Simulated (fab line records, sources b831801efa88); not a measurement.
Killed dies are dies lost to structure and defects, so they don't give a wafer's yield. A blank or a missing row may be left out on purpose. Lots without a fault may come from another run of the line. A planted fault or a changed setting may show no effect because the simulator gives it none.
A struck lot beside a sound one | flow sky130 | 16 steps out of a route of 708
Sound: wafers L765.1, L765.2, L765.3. Struck: wafer L775.6. (L775.1, L775.4 of the same lot were not struck and are left out.) The cause comes at the end.
At each step with rows: each side's tool, then ch and its chambers, then its first start. Under that, the readings that differ: sound wafers | struck wafers | difference of the means | sigmas: that difference in standard deviations of wafers without a fault.
alike: readings whose means differ by less than 2 such deviations, and words and numbers that are the same on both sides. not compared: withheld readings, readings that some wafer has no value for, bounds like >300 that may hide the same value, and numbers for which the record gives no deviation and whose values overlap.
The two part at a step that has a row with sigmas, a row that says differs or no value, or rows on one side only. Numbers that don't overlap but have no deviation are shown without sigmas and don't part them. A reading that every wafer of one side lacks parts them only if that side has two wafers or more.

first, 7 steps without rows for these wafers: SKY_METAL4_HMDS_06 (prime time 60 s); SKY_METAL4_COAT_07 (resist thk 60 nm); SKY_METAL4_COAT_08 (resist thk 1140 nm); SKY_METAL4_SOFTBAKE_09 (time 90 s); SKY_METAL4_EXPOSE_10 (exposes mask MM4, target cd 300 nm); SKY_METAL4_PEB_11; SKY_METAL4_DEVELOP_12 (develop time 62.73 s).
SKY_METAL4_CD_MEAS_13: target cd 300 nm.
  sound on cd_sem-01, day 45 17:28; struck on cd_sem-01, day 46 01:28
  alike: cd_nm
SKY_METAL4_OVL_MEAS_14:
  sound on overlay-01, day 45 17:35; struck on overlay-02, day 46 01:35
  alike: METAL4_OVL
SKY_METAL4_DESCUM_15: chemistry O2, time 8 s.
  sound on rie_metal-02 ch 0,1, day 45 17:38; struck on rie_metal-02 ch 0, day 46 01:37
  alike: drypump_motor_current_A, oes_product_au
  not compared: rf_hours_counter_h
SKY_METAL4_ETCH_16: etches BARC in N2/H2, stops on SiO2, time 88.2 s, target depth 60 nm.
  sound on rie_metal-02 ch 0,1, day 45 17:40; struck on rie_metal-02 ch 0, day 46 01:38
  alike: drypump_motor_current_A, n2_flow_sccm, oes_product_au, throttle_valve_pct
  not compared: rf_hours_counter_h
SKY_METAL4_ETCH_17: etches SiO2 in C4F8/O2/Ar, stops on TiN, time 3.9 s, target depth 15 nm.
  sound on rie_diel-02 ch 1,2,3, day 45 17:46; struck on rie_diel-03 ch 0, day 46 01:44
  alike: oes_product_au
  not compared: rf_hours_counter_h
SKY_METAL4_METAL_ETCH_18: etches the open film in Cl2/BCl3, stops on SiO2, target depth 845 nm, time 183.1 s.
  sound on rie_metal-04 ch 0,1, day 45 17:47; struck on rie_metal-02 ch 1, day 46 01:46
  reading                                       | sound             | struck | difference | sigmas
  model.KrF-thick_of_METAL4_COAT_08.thk_nm (nm) | 522.7 522.7 516.8 | 306.2  | -214.5     |
  model.METAL4.cd_nm (nm)                       | 305 292.5 307.7   | 287    | -15        |
  model.SiO2_of_VIA3_HDPCVD_00.thk_nm (nm)      | 435.2 435.5 433.9 | 424.7  | -10.2      |
  alike: drypump_motor_current_A, oes_product_au, throttle_valve_pct
  not compared: rf_hours_counter_h
SKY_METAL4_STRIP_19: strips in O2/N2.
  sound on plasma_asher-02 ch 0,1, day 45 17:58; struck on plasma_asher-04 ch 0, day 46 01:56
  reading                      | sound             | struck | difference | sigmas
  drypump_motor_current_A (A)  | 5.2 4.7 5.3       | 6.2    | +1.1       | +2
  oes_product_au (a.u.)        | 0.503 0.502 0.498 | 0.407  | -0.094     | -13
  strip_time_to_endpoint_s (s) | 6.50 6.50 6.44    | 4.27   | -2.21      | -18
  alike: n2_flow_sccm, o2_flow_sccm
  not compared: rf_hours_counter_h
then, 1 step without rows for these wafers: SKY_METAL4_STRIP_20 (strips in post etch residue remover, time 1200 s).
-- the record jumps here: 4 days lie between the struck wafers' starts before and after (it left off in module METAL4 and takes up again in module PAD_OPEN, whose first step shown is number 708 of the route) --
SKY_PAD_OPEN_PROBE_99:
  sound on prober-01, day 49 09:34; struck on prober-02, day 49 15:52
  reading                        | sound             | struck | difference | sigmas
  model.etest.met4.width_nm (nm) | 301.8 290.4 308.4 | 288.4  | -11.8      |
  alike: defect_limited_yield, killed_at_M0_to_M3, killed_at_M4_up, killed_at_contacts, killed_at_front_end, killed_at_other, killed_dies, killed_open, killed_short, sort_bin_3_pad_short, sort_bin_5_function, sort_bin_6_memory, sort_n_pass, sort_yield_pct
  not compared: model.etest.met4.line_ohm_um

WHERE THEY PART
Only at SKY_METAL4_STRIP_19, within this record. Later steps at which nothing parts them and some readings are alike: SKY_PAD_OPEN_PROBE_99.

WHY: what the simulator had put in
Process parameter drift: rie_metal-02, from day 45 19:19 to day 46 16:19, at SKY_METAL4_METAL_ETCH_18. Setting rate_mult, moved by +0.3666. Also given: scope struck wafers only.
